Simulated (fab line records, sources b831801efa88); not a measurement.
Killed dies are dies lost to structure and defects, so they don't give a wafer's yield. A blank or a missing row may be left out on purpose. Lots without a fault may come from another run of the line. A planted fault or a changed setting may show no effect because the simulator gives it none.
Which tool did it? | flow sky130 | 10 lots, 30 wafers sampled, at 4 steps of a route of 708

WHAT THE GAUGES READ, wafer by wafer
SKY_METAL2_CD_MEAS_15: target cd 140 nm.
lot  | measured     | on        | cd_nm (nm)
L673 | day 34 22:26 | cd_sem-01 | 139.8 139.3 138.7
L675 | day 35 15:11 | cd_sem-02 | 139.6 139.8 140.7
L677 | day 36 00:09 | cd_sem-01 | 138.5 139.7 140.0
L676 | day 36 01:38 | cd_sem-02 | 139.9 141.3 141.1
L678 | day 36 12:31 | cd_sem-01 | 140.9 141.9 141.8
L687 | day 39 14:33 | cd_sem-01 | 142.5 142.2 142.5
L689 | day 40 02:33 | cd_sem-02 | 139.4 139.1 139.1
L691 | day 40 15:35 | cd_sem-02 | 140.5 138.9 138.5
L694 | day 41 11:06 | cd_sem-02 | 139.9 139.4 138.9
L695 | day 41 16:48 | cd_sem-02 | 141.8 141.1 142.7

WHICH TOOL RAN EACH LOT (tool, then ch and the chambers of the sampled wafers, then the start)
lot  | SKY_METAL2_SPUTTER_00        | SKY_METAL2_SPUTTER_04        | SKY_METAL2_COAT_09
L673 | pvd_sputter-01, day 33 20:00 | pvd_sputter-01, day 33 20:05 | litho_track-02 ch 0, day 34 09:31
L675 | pvd_sputter-04, day 34 12:16 | pvd_sputter-04, day 34 12:21 | litho_track-01 ch 0, day 35 01:02
L677 | pvd_sputter-01, day 34 22:04 | pvd_sputter-01, day 34 22:09 | litho_track-02 ch 0, day 35 10:59
L676 | pvd_sputter-02, day 34 23:01 | pvd_sputter-02, day 34 23:07 | litho_track-02 ch 0, day 35 12:04
L678 | pvd_sputter-01, day 35 09:41 | pvd_sputter-01, day 35 09:46 | litho_track-02 ch 0, day 35 22:59
L687 | pvd_sputter-01, day 38 13:58 | pvd_sputter-01, day 38 14:03 | litho_track-02 ch 0, day 39 02:41
L689 | pvd_sputter-01, day 39 01:52 | pvd_sputter-01, day 39 01:58 | litho_track-04 ch 0, day 39 14:26
L691 | pvd_sputter-02, day 39 15:05 | pvd_sputter-02, day 39 15:10 | litho_track-02 ch 0, day 40 03:37
L694 | pvd_sputter-02, day 40 10:03 | pvd_sputter-02, day 40 10:08 | litho_track-01 ch 0, day 40 22:11
L695 | pvd_sputter-01, day 40 16:40 | pvd_sputter-01, day 40 16:45 | litho_track-04 ch 0, day 41 04:23
- SKY_METAL2_SPUTTER_00: material Ti, target thk 15 nm, time 10 s.
- SKY_METAL2_SPUTTER_04: material TiN, target thk 70 nm, time 58.3 s.
- SKY_METAL2_COAT_09: resist thk 60 nm.

WHAT THE TOOLS THEMSELVES READ (means of the sampled wafers that have a number; where no wafer has one, the mark that the record gives instead)
SKY_METAL2_SPUTTER_00.
lot  | tool           | throttle_valve_pct (%)
L673 | pvd_sputter-01 | 29.6
L675 | pvd_sputter-04 | 30.4
L677 | pvd_sputter-01 | 30.2
L676 | pvd_sputter-02 | 30.2
L678 | pvd_sputter-01 | 30.5
L687 | pvd_sputter-01 | 31.3
L689 | pvd_sputter-01 | 30.4
L691 | pvd_sputter-02 | 30.3
L694 | pvd_sputter-02 | 30.8
L695 | pvd_sputter-01 | 31.3

SKY_METAL2_SPUTTER_04.
lot  | tool           | throttle_valve_pct (%)
L673 | pvd_sputter-01 | 29.8
L675 | pvd_sputter-04 | 30.5
L677 | pvd_sputter-01 | 30.4
L676 | pvd_sputter-02 | 30.4
L678 | pvd_sputter-01 | 30.3
L687 | pvd_sputter-01 | 31.1
L689 | pvd_sputter-01 | 30.5
L691 | pvd_sputter-02 | 30.4
L694 | pvd_sputter-02 | 30.6
L695 | pvd_sputter-01 | 31.0

SKY_METAL2_COAT_09.
lot  | tool           | spin_speed_rpm (rpm)
L673 | litho_track-02 | 2998.3
L675 | litho_track-01 | 3004.4
L677 | litho_track-02 | 2999.4
L676 | litho_track-02 | 3002.6
L678 | litho_track-02 | 3000.2
L687 | litho_track-02 | 2253.5
L689 | litho_track-04 | 3001.3
L691 | litho_track-02 | 2254.7
L694 | litho_track-01 | 2999.5
L695 | litho_track-04 | 2998.9

THE ANSWER, worked out from the rows above alone
Rule: what is usual is taken from the lots themselves. Put in order of their means at a reading, lots are off if they are a third of the lots or fewer, leave a main group of 4 or more, and stand apart from it by a gap of 3 or more times the standard deviation of the main group's means; of several such gaps the widest counts. A main group whose means are all the same, to the digits that the tables above print for the reading, isn't used. A lot without any number at a reading at which 4 lots or more have one is off too. The other lots that the step has rows for count as sound. The gauges are gone through in route order, then the tools' own readings, and for those a lot's mean is taken as printed above. The first step at which some lot is off is used, and at that step the reading that is off furthest; a lot without a number counts as furthest.
Off: L687, L691, at SKY_METAL2_COAT_09 (spin_speed_rpm). The main group: mean 3000.6 rpm, standard deviation 1.9.
A tool fits if, at that step or a process step before it, it ran every lot that is off, and no sound lot after the first of them. One fits: litho_track-02 at SKY_METAL2_COAT_09. Its last sound lot is L678 (day 35 22:59), its first lot that is off L687 (day 39 02:41): a fault that began between those two fits.
The tool's own readings at SKY_METAL2_COAT_09 bear it out: on the lots that are off they differ by more than 5 times the standard deviation of the sound lots' means. spin_speed_rpm reads 2254.1 rpm there against 3000.6 rpm on the sound lots.

WHAT THE SIMULATOR HAD PUT IN
Process parameter drift: litho_track-02, from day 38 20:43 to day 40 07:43, at SKY_METAL2_COAT_09. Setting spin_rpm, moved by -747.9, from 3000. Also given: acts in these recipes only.
Lots struck among those shown: L687, L691. The rule above found the same.
